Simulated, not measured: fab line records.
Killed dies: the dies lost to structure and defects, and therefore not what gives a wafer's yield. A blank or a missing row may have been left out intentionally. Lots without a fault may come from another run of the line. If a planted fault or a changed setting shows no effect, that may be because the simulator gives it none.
8D (eight disciplines) problem report, filled in by code | flow sky130 | the parts of the form that need people (team, actions taken, sign-off) are left out

== 1. PROBLEM STATEMENT ==
LI_CONTACT_W_RS at SKY_LI_CONTACT_RS_MEAS_22 reads a mean of 0.320 ohm/sq on 6 wafers of 2 lots; wafers without a fault read 0.286 ohm/sq with a standard deviation of 0.0038. Relative to the usual mean, that is a shift of +8.9 standard deviations.
The step: measures by four-point-probe.
The first sign was on wafer L240.2 at day 32 07:05, on film metro-03. The record has a number at this step for 30 wafers belonging to 10 lots. The rule behind "out" and "out of limits": a value lying over 4 standard deviations away from the usual mean. All remaining wafers that have a number are taken as sound.

== 2. WHAT IT IS, WHAT IT ISN'T ==
question                    | is                           | is not
which readings at this step | LI_CONTACT_W_RS              | -
which lots                  | L240, L242                   | L233, L243, L245, L246, L251, L252, L254, L255
which wafers of those lots  | all that have a number       | -
read on which gauges        | film metro-02, film metro-03 | film metro-01
when                        | from day 32 07:05            | up to then (3 sound wafers); but 21 sound wafers of L243, L245, L246, L251, L252, L254, L255 came after

== 3. THE SUSPECTS, EACH WITH WHAT RULES IT OUT ==
Counting: a tool at any process step up to the reading remains a suspect when it ran all the lots that are out and ran no sound lot after the first of those.
- the gauge at SKY_LI_CONTACT_RS_MEAS_22: ruled out. 2 gauges (film metro-02, film metro-03) read the wafers that are out.
- cvd w-02 at SKY_LI_CONTACT_CVD_21 (deposits W, target thk 400 nm, time 120.56 s): ruled out as a lasting fault. The sound lots L254, L255 went through it after L240, its earliest lot that is out (day 32 06:51).
Left after counting: nothing in the record.

== 4. THE CAUSE (what the simulator had put in) ==
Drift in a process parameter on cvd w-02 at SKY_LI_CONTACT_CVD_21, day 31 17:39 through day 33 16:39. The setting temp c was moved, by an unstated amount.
It was ruled out by counting, in error; the rule expects a fault to strike all lots run on its tool from its start on, and this fault did not.

== 5. SEQUENCE OF EFFECTS, ordered by route ==
Rows list readings where the struck wafers' mean (over those with a number) sits beyond 3 standard deviations from the usual. Readings are gone through only where the record gives a usual standard deviation; hours: the median, over the lots, of the time from a lot's start at the first step in this table giving one to that lot's start at this step; sigmas: the change measured in usual standard deviations.
hours | step                       | reading            | usual        | on struck wafers | change | sigmas
0     | SKY_LI_CONTACT_CVD_21      | susceptor temp C   | 399.99 C     | 393.59           | -6.40  | -28
0     | SKY_LI_CONTACT_RS_MEAS_22  | LI_CONTACT_W_RS    | 0.286 ohm/sq | 0.320            | +0.034 | +8.9
0     | SKY_LI_CONTACT_THK_MEAS_23 | LI_CONTACT_W_THK   | 412 nm       | 364              | -48    | -5.8
0     | SKY_LI_CONTACT_CMP_24      | time to endpoint s | 97 s         | 85               | -12    | -3.2
Its process steps:
- SKY_LI_CONTACT_CVD_21: deposits W, target thk 400 nm, time 120.56 s.
- SKY_LI_CONTACT_CMP_24: polishes, stops on PSG, t overpolish 20 s, target thk 0 nm.
At these later measuring or inspecting steps, every struck wafer for which the step has a row has a number for every such reading, and none has moved that far: SKY_LOCAL_INTERCONNECT_OVL_MEAS_12.

== 6. WHAT WOULD HAVE CAUGHT IT SOONER ==
13 hours passed between the start of the fault at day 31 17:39 and the first reading out of limits at a measuring or inspecting step in this record, taken at day 32 07:05.
The tool's own readings at SKY_LI_CONTACT_CVD_21 were out on every struck wafer that the step has a row for (susceptor temp C): an alarm limit on them would have fired on the first of those.
